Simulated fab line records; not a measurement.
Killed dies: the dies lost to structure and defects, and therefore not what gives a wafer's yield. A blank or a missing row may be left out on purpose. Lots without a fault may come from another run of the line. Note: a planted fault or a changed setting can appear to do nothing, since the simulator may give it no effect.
A struck lot beside a sound one + flow sky130 + 18 out of 708 route steps
Sound: wafers L786.2, L786.5, L786.6. The struck wafers were L789.1, L789.4, L789.6. The cause is named last.
For every step that has rows: the tool of each side, followed by ch and its chambers, followed by its first start. Under that, the readings that differ: sound wafers + struck wafers + difference of the means + sigmas: that difference in standard deviations of wafers without a fault.
alike: a reading whose means differ by less than 2 such deviations, as well as words and numbers matching on both sides. not compared: withheld readings; readings where some wafer has no value; bounds like >300 that might hide an equal value; numbers whose values overlap and for which the record gives no deviation.
The two part at a step that has a row with sigmas, a row that says differs or no value, or rows on one side only. Non-overlapping numbers with no deviation appear without sigmas and do not part them. A reading that every wafer of one side lacks parts them only if that side has two wafers or more.

SKY_RES_XHIGH_STRIP_08: strips in O2/N2.
  sound on plasma asher-04 ch 0,1, day 30 23:13; struck on plasma asher-02 ch 0,1, day 31 13:40
  alike: drypump motor current A, oes product au, strip time to endpoint s
  not compared: rf hours counter h
SKY_RES_XHIGH_TW_MEAS_09:
  sound: film metro-04 at day 30 23:20; struck: film metro-04 at day 31 13:46
  alike: RES_XHIGH_TW
then, 7 steps without rows for these wafers: SKY_SD_N_DEHYDRATE_00 (time 60 s); SKY_SD_N_HMDS_01 (prime time 60 s); SKY_SD_N_COAT_02 (resist thk 1140 nm); SKY_SD_N_SOFTBAKE_03 (time 60 s); SKY_SD_N_EXPOSE_04 (exposes mask NSDM, target cd 380 nm); SKY_SD_N_PEB_05; SKY_SD_N_DEVELOP_06 (develop time 60 s).
SKY_SD_N_CD_MEAS_07: target cd 380 nm.
  sound: cd sem-02 at day 32 02:22; struck: cd sem-01 at day 32 16:06
  alike: cd nm
SKY_SD_N_OVL_MEAS_08:
  sound: overlay-01 at day 32 02:28; struck: overlay-02 at day 32 16:13
  alike: SD_N_OVL
then, 1 step without rows for these wafers: SKY_SD_N_IMPLANT_09.
SKY_SD_N_IMPLANT_10:
  struck on implanter-03, day 32 16:25; sound on implanter-02 ch 0, day 32 02:40
  no value came back on the struck wafers for beam energy keV, beam on s (s); on the sound wafers beam energy keV reads 20.003 20.015 20.014
SKY_SD_N_STRIP_11: strips in O2/N2.
  sound on plasma asher-03 ch 0,1, day 32 02:48; struck on plasma asher-03 ch 0,1, day 32 16:34
  alike: drypump motor current A, oes product au, strip time to endpoint s
  not compared: rf hours counter h
SKY_SD_N_TW_MEAS_12:
  sound: film metro-04 at day 32 02:55; struck: film metro-04 at day 32 16:40
  alike: SD_N_TW
then, 1 step without rows for these wafers: SKY_SD_N_CLEAN_13 (cleans in SC1/SC2, time 150 s).
SKY_SD_N_RTA_14: time 2 s.
  sound on rtp anneal-01 ch 0, day 32 03:01; struck on rtp anneal-01 ch 0, day 32 16:46
  alike: lamp power pct, wafer_temp_C_max
SKY_SD_N_RS_MEAS_16: measurement is done with a four-point probe.
  sound: film metro-04 at day 32 03:12; struck: film metro-02 at day 32 16:56
| reading          | sound             | struck            | difference | sigmas |
|------------------|-------------------|-------------------|------------|--------|
| SD_N_RS (ohm/sq) | 68.79 68.55 68.66 | 70.75 70.84 70.57 | +2.05      | +19    |

## WHERE THEY PART
Last at SKY_SD_N_RS_MEAS_16 as far as this record goes, first at SKY_SD_N_IMPLANT_10.

WHY: the cause the simulator had injected
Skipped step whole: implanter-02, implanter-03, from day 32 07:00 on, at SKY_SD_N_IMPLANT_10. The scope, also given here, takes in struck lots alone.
